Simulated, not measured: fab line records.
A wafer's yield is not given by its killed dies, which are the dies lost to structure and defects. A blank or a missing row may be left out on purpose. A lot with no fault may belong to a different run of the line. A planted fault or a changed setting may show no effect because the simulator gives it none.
Matching of chambers | flow sky130 | SKY_VIA3_ETCH_15 on rie diel-01 has 4 sister chambers
The step etches SiO2 in C4F8/O2/Ar, stops on TiN, target depth 507 nm, time 78 s. 18 wafers are shown with their chamber, then 9 later ones without.

WAFERS, EACH WITH ITS CHAMBER
wafer  | chamber | oes product au (a.u.)
L077.1 | 2       | 0.951
L077.2 | 3       | 0.948
L077.3 | 1       | 0.949
L077.4 | 0       | 0.950
L077.5 | 0       | 0.942
L077.6 | 3       | 0.947
L081.3 | 1       | 0.940
L081.5 | 0       | 0.944
L081.6 | 3       | 0.944
L083.1 | 2       | 0.945
L083.2 | 3       | 0.943
L083.4 | 1       | 0.943
L084.1 | 0       | 0.934
L084.2 | 2       | 0.952
L084.3 | 1       | 0.934
L084.4 | 3       | 0.953
L084.5 | 2       | 0.947
L084.6 | 1       | 0.955

SIGNATURES (means of the wafers above)
reading        | chamber 0 | chamber 1 | chamber 2 | chamber 3 | scatter within a chamber
oes product au | 0.94250   | 0.94420   | 0.94875   | 0.94700   | 0.00591
Rule: for a wafer and a chamber, the distance is found by dividing, reading by reading, the gap between the wafer's reading and the chamber's mean by the reading's scatter, squaring, summing and taking the root. If the next closest chamber is less than 2 further off than the closest, the wafer can't be placed; otherwise it belongs to the closest. How the scatter is found: for the shown wafers, subtract from each reading the mean of its chamber, square and add these, divide the total by (wafers less chambers), then take the root.

WAFERS WHOSE CHAMBER IS MISSING
wafer  | oes product au (a.u.)
L087.1 | 0.945
L087.4 | 0.940
L087.5 | 0.950
L089.4 | 0.951
L089.5 | 0.947
L089.6 | 0.941
L094.2 | 0.955
L094.4 | 0.946
L094.5 | 0.950

CHAMBER TAKEN BY EACH
wafer  | from the rows above               | in truth
L087.1 | can't be placed: 1 or 3 or 0 or 2 | 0
L087.4 | can't be placed: 0 or 1 or 3 or 2 | 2
L087.5 | can't be placed: 2 or 3 or 1 or 0 | 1
L089.4 | can't be placed: 2 or 3 or 1 or 0 | 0
L089.5 | can't be placed: 3 or 2 or 1 or 0 | 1
L089.6 | can't be placed: 0 or 1 or 3 or 2 | 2
L094.2 | can't be placed: 2 or 3 or 1 or 0 | 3
L094.4 | can't be placed: 3 or 1 or 2 or 0 | 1
L094.5 | can't be placed: 2 or 3 or 1 or 0 | 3
Correct placement for 0 of the 9. Not placeable from these rows: 9 (in 9, the candidates include the true chamber). Wrongly placed: 0.
